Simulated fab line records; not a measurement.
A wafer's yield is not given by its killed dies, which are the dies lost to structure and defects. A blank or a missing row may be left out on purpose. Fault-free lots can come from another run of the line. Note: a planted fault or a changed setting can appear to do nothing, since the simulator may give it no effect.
Chamber matching / flow gf180mcu / 3 sister chambers for GF_HV_LDD_ETCHBACK_58 on rie diel-01
The step etches Si3N4 in CH3F/O2, stops on SiO2, time 100 s, target depth 90 nm. 6 wafers are shown with their chamber, then 4 later ones without.

## EACH WAFER AND ITS CHAMBER
wafer=L481.4; chamber=3; drypump motor current A (A)=5.0; throttle valve pct (%)=10.566
wafer=L494.4; chamber=3; drypump motor current A (A)=5.0; throttle valve pct (%)=10.563
wafer=L496.5; chamber=1; drypump motor current A (A)=5.1; throttle valve pct (%)=10.566
wafer=L496.6; chamber=2; drypump motor current A (A)=4.8; throttle valve pct (%)=10.563
wafer=L498.2; chamber=1; drypump motor current A (A)=5.0; throttle valve pct (%)=10.553
wafer=L498.3; chamber=2; drypump motor current A (A)=4.8; throttle valve pct (%)=10.544

## WAFERS WITH NO CHAMBER GIVEN
wafer=L499.1; drypump motor current A (A)=5.0; throttle valve pct (%)=10.559
wafer=L499.6; drypump motor current A (A)=5.0; throttle valve pct (%)=10.549
wafer=L500.1; drypump motor current A (A)=5.0; throttle valve pct (%)=10.562
wafer=L500.4; drypump motor current A (A)=5.0; throttle valve pct (%)=10.566

## WHICH CHAMBER EACH ONE RAN IN
wafer=L499.1; from the rows above=can't be placed: 3 or 1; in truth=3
wafer=L499.6; from the rows above=can't be placed: 3 or 1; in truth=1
wafer=L500.1; from the rows above=can't be placed: 3 or 1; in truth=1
wafer=L500.4; from the rows above=can't be placed: 3 or 1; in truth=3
Correct placement for 0 of the 4. From these rows, 4 cannot be placed; in 4 the true chamber is one of the candidates. Placed wrongly: 0.
How it was worked out, from the rows above alone: a wafer's distance from a chamber is the root of the sum, over the readings, of the square of ((its reading less the chamber's mean) divided by the reading's scatter). If the next closest chamber is less than 2 further off than the closest, the wafer can't be placed; otherwise it belongs to the closest. For every chamber, the mean is computed from those of its wafers that are shown. How the scatter is found: for the shown wafers, subtract from each reading the mean of its chamber, square and add these, divide the total by (wafers less chambers), then take the root.
